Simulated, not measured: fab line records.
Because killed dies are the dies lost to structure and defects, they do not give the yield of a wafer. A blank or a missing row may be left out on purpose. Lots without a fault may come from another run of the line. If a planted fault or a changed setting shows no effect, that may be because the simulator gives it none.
What tool caused it?    flow sky130    36 wafers from 12 lots sampled at 3 of the route's 708 steps

WHAT THE GAUGES SHOWED, per wafer
SKY_LDD_LDN_TW_MEAS_13.
lot   measured      on            LDD_LDN_TW
L768  day 22 22:46  filmMetro-01  1461 1457 1457
L769  day 23 08:55  filmMetro-04  1479 1483 1478
L771  day 24 04:40  filmMetro-01  1469 1471 1471
L774  day 25 12:07  filmMetro-03  1484 1483 1477
L776  day 26 07:59  filmMetro-03  1483 1481 1484
L778  day 26 19:05  filmMetro-01  1464 1466 1467
L780  day 27 14:12  filmMetro-04  1461 1457 1462
L781  day 28 03:16  filmMetro-01  1470 1472 1463
L784  day 29 14:13  filmMetro-03  1418 1418 1417
L785  day 29 17:49  filmMetro-01  1401 1407 1405
L790  day 30 16:43  filmMetro-04  1478 1483 1477
L789  day 30 21:01  filmMetro-04  1484 1481 1488

SKY_POLY_CUT_OVL_MEAS_09.
lot   measured      on          POLY_CUT_OVL (nm)
L768  day 24 07:04  overlay-01  -2 -6 -8
L769  day 24 17:10  overlay-01  -8 -11 -9
L771  day 25 11:51  overlay-01  -2 2 0
L774  day 26 19:15  overlay-02  0 -7 3
L776  day 27 13:46  overlay-01  -5 -5 -7
L778  day 28 02:25  overlay-02  4 10 7
L780  day 28 20:04  overlay-02  -3 8 -10
L781  day 29 09:31  overlay-01  -6 -8 -13
L784  day 30 21:37  overlay-01  -13 -7 -7
L785  day 30 23:31  overlay-02  5 -10 0
L790  day 31 23:13  overlay-01  -5 2 -3
L789  day 32 02:19  overlay-01  2 -1 2

TOOL THAT RAN EACH LOT (tool first, then ch and the chambers of the sampled wafers, then the start)
lot   SKY_LDD_LDN_IMPLANT_10
L768  implanter-04 ch 0, day 22 22:23
L769  implanter-04 ch 0, day 23 08:32
L771  implanter-01 ch 0, day 24 04:17
L774  implanter-01 ch 0, day 25 11:44
L776  implanter-04 ch 0, day 26 07:35
L778  implanter-04 ch 0, day 26 18:43
L780  implanter-02 ch 0, day 27 13:50
L781  implanter-02 ch 0, day 28 02:52
L784  implanter-02 ch 0, day 29 13:50
L785  implanter-02 ch 0, day 29 17:26
L790  implanter-01 ch 0, day 30 16:19
L789  implanter-01 ch 0, day 30 20:37
- SKY_LDD_LDN_IMPLANT_10

WHAT THE TOOLS THEMSELVES READ (means of the sampled wafers that have a number; where no wafer has one, the mark that the record gives instead)
SKY_LDD_LDN_IMPLANT_10.
lot   tool          doseIonsCm2  faradayCurrentUA
L768  implanter-04  1.2497e+13   69.2
L769  implanter-04  1.2505e+13   70.7
L771  implanter-01  1.2500e+13   70.9
L774  implanter-01  1.2493e+13   71.4
L776  implanter-04  1.2505e+13   70.0
L778  implanter-04  1.2494e+13   70.3
L780  implanter-02  1.2483e+13   69.7
L781  implanter-02  1.2500e+13   69.7
L784  implanter-02  5.7673e+12   33.0
L785  implanter-02  5.7780e+12   32.5
L790  implanter-01  1.2478e+13   69.8
L789  implanter-01  1.2496e+13   70.6

THE ANSWER, worked out from the rows above alone
Rule: the lots themselves supply what counts as usual. The widest of any qualifying gaps counts: lots, ordered by their means at a reading, are off when they make up no more than a third of the lots, leave a main group of 4 or more, and stand apart from it by 3 or more times the standard deviation of that group's means. The tables above print the reading to a certain number of digits; a main group whose means all agree to those digits is not used. A lot without any number at a reading at which 4 lots or more have one is off too. The other lots that the step has rows for count as sound. Order of review: gauges by route order, followed by the tools' own readings, for which a lot's mean as printed above is used. The first step at which some lot is off is used, and at that step the reading that is off furthest; a lot without a number counts as furthest.
Off: at SKY_LDD_LDN_TW_MEAS_13 (LDD_LDN_TW), L784, L785. For the main group the mean is 1473 and the standard deviation 9.2.
A tool fits if, at a process step before that reading, it ran every lot that is off, and no sound lot after the first of them. The gauges at SKY_LDD_LDN_TW_MEAS_13 aren't tried: what is off there is off at SKY_LDD_LDN_IMPLANT_10 too, on other tools, and a gauge's error can't cause that. One fits: implanter-02 at SKY_LDD_LDN_IMPLANT_10. Its last sound lot is L781 (day 28 02:52), its first lot that is off L784 (day 29 13:50): a fault that began between those two fits.
The tool's own readings at SKY_LDD_LDN_IMPLANT_10 bear it out: on the lots that are off they differ by more than 5 times the standard deviation of the sound lots' means. doseIonsCm2 reads 5.7726e+12 there against 1.2495e+13 on the sound lots; faradayCurrentUA reads 32.8 there against 70.2 on the sound lots.

WHAT THE SIMULATOR PUT IN
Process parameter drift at SKY_LDD_LDN_IMPLANT_10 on implanter-02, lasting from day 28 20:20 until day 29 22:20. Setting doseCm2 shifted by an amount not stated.
Struck lots among those shown: L784, L785. The same result came from the rule above.
